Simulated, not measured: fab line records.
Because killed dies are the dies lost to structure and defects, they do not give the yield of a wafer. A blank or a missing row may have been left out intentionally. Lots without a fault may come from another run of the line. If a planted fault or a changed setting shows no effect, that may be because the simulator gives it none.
Which tool did it?	flow gf180mcu	6 lots with 18 wafers sampled at 2 steps, on a route of 602 steps

== WHAT THE GAUGES SHOWED, per wafer ==
GF_VT_IMPLANT_TW_MEAS_43.
lot	measured	on	VT_IMPLANT_4_TW
L743	day 8 02:06	film-metro-03	682 688 684
L746	day 8 23:15	film-metro-01	699 701 696
L749	day 9 19:00	film-metro-04	695 691 691
L754	day 11 05:18	film-metro-03	681 677 678
L759	day 12 12:57	film-metro-04	606 696 695
L763	day 13 18:13	film-metro-01	701 701 705

== EACH LOT AND THE TOOL THAT RAN IT (in order: tool; ch and the chambers of the sampled wafers; start) ==
lot	GF_VT_IMPLANT_IMPLANT_41
L743	implanter-02 ch 0, day 8 01:51
L746	implanter-02 ch 0, day 8 23:00
L749	implanter-02 ch 0, day 9 18:45
L754	implanter-02 ch 0, day 11 05:03
L759	implanter-02 ch 0, day 12 12:42
L763	implanter-01 ch 0, day 13 18:01
- GF_VT_IMPLANT_IMPLANT_41

== THE ANSWER, worked out from the rows above alone ==
Rule: what is usual is taken from the lots themselves. The widest of any qualifying gaps counts: lots, ordered by their means at a reading, are off when they make up no more than a third of the lots, leave a main group of 4 or more, and stand apart from it by 3 or more times the standard deviation of that group's means. Not used: any main group whose means are identical at the precision the tables above print for the reading. A lot without any number at a reading at which 4 lots or more have one is off too. All remaining lots with rows at the step are treated as sound.
Across all readings shown, no lot is off: no conclusion can be drawn from this.

== WHAT THE SIMULATOR PUT IN ==
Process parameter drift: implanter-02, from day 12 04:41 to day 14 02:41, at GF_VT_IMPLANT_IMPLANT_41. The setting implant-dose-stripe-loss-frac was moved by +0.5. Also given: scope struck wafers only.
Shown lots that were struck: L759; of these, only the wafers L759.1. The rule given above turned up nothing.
